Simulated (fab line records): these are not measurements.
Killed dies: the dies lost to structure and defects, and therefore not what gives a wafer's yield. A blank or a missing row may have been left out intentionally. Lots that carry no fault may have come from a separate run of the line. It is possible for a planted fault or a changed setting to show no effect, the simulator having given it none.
One fault through the eyes of 2 desks :: flow sky130 :: every desk sees just its own numbers, and what lay behind them comes last

## THE TOOL OWNER'S DESK: cmp-01
The tool's own readings at SKY_LI_CONTACT_CMP_24 (polishes, stops on PSG, t overpolish 20 s, target thk 0 nm): means of the sampled wafers that have a number, for each lot that ran on this tool. The brackets show how far a lot's mean lies from the usual mean; more than 4 standard deviations puts the lot out of limits, marked OUT.
Columns: A = motor current A at SKY_LI_CONTACT_CMP_24, usual 10.7 A; B = overpolish run s at SKY_LI_CONTACT_CMP_24, usual 19.999 s; C = slurry filter dp kPa at SKY_LI_CONTACT_CMP_24, usual 13.51 kPa; D = time to endpoint s at SKY_LI_CONTACT_CMP_24, usual 96 s
lot: L481
first seen here: day 30 09:47
A: 9.7
B: 19.992
C: 13.59
D: 99

lot: L482
first seen here: day 30 10:41
A: 10.9
B: 20.001
C: 13.49
D: 99

lot: L483
first seen here: day 30 12:19
A: 10.9
B: 20.002
C: 13.61
D: 97

lot: L488
first seen here: day 32 02:08
A: 9.7
B: 19.993
C: 13.61
D: 97

lot: L490
first seen here: day 32 07:25
A: 10.8
B: 19.990
C: 13.48
D: 103

lot: L489
first seen here: day 32 10:05
A: 10.1
B: 19.997
C: 13.57
D: 96

lot: L492
first seen here: day 33 04:56
A: 9.8
B: 20.000
C: 13.38
D: 96

lot: L493
first seen here: day 33 15:32
A: 9.8
B: 20.005
C: 13.56
D: 98

lot: L494
first seen here: day 33 16:50
A: 12.0
B: 17.922 (-99 or more) OUT
C: 13.53
D: 96

lot: L495
first seen here: day 34 01:39
A: 10.5
B: 18.955 (-99 or more) OUT
C: 13.51
D: 95
Finding of this desk: L494, L495 out of limits; the first was L494 at day 33 16:50, on overpolish run s at SKY_LI_CONTACT_CMP_24. In limits: L481, L482, L483, L488, L490, L489, L492, L493.

## AT THE METROLOGY DESK
Lot by lot, what the gauges showed, no matter which tool ran the lot: averages of those sampled wafers that carry a number. The brackets show how far a lot's mean lies from the usual mean; more than 4 standard deviations puts the lot out of limits, marked OUT.
Columns: A = SD_N_OVL at SKY_SD_N_OVL_MEAS_08, usual 0.9 nm; B = LI_CONTACT_W_THK at SKY_LI_CONTACT_THK_MEAS_23, usual 391 nm; C = LOCAL_INTERCONNECT_OVL at SKY_LOCAL_INTERCONNECT_OVL_MEAS_12, usual -2 nm
lot: L480
first seen here: day 27 16:17
A: 1.5
B: 399
C: -3

lot: L481
first seen here: day 29 03:11
A: 0.5
B: 400
C: -4

lot: L482
first seen here: day 29 03:23
A: 0.3
B: 385
C: -3

lot: L483
first seen here: day 29 05:05
A: 1.4
B: 386
C: -5

lot: L486
first seen here: day 29 18:51
A: -0.3
B: 400
C: -6

lot: L487
first seen here: day 30 09:41
A: -0.2
B: 389
C: -1

lot: L488
first seen here: day 30 20:06
A: 1.6
B: 390
C: 7

lot: L490
first seen here: day 30 23:39
A: 1.9
B: 393
C: -4

lot: L489
first seen here: day 31 04:15
A: -0.5
B: 390
C: 3

lot: L492
first seen here: day 31 23:18
A: 1.3
B: 386
C: -4

lot: L493
first seen here: day 32 10:24
A: 0.7
B: 386
C: -3

lot: L494
first seen here: day 32 10:32
A: -0.0
B: 398
C: 2

lot: L495
first seen here: day 32 20:32
A: 0.6
B: 395
C: -1

lot: L503
first seen here: day 36 07:29
A: -0.5
B: 390
C: -2
This desk's verdict: no lot among the 14 shows anything out of limits.

## PUT TOGETHER
The tool owner's desk had the chance to raise an alarm at day 33 16:50 on L494, L495.
From the metrology desk's view, nothing was out of limits.
The metrology desk holds a record of L494, L495, inside its limits.
SKY_LI_CONTACT_CMP_24 was run on cmp-01 by each of the lots named.

## WHAT THE SIMULATOR HAD INSERTED
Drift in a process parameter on cmp-01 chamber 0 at SKY_LI_CONTACT_CMP_24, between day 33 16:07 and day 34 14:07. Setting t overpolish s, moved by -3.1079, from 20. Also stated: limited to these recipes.
Shown lots that were struck: L494, L495.
Each desk's first reading out of limits, in hours after the fault started: the tool owner's desk, 1.
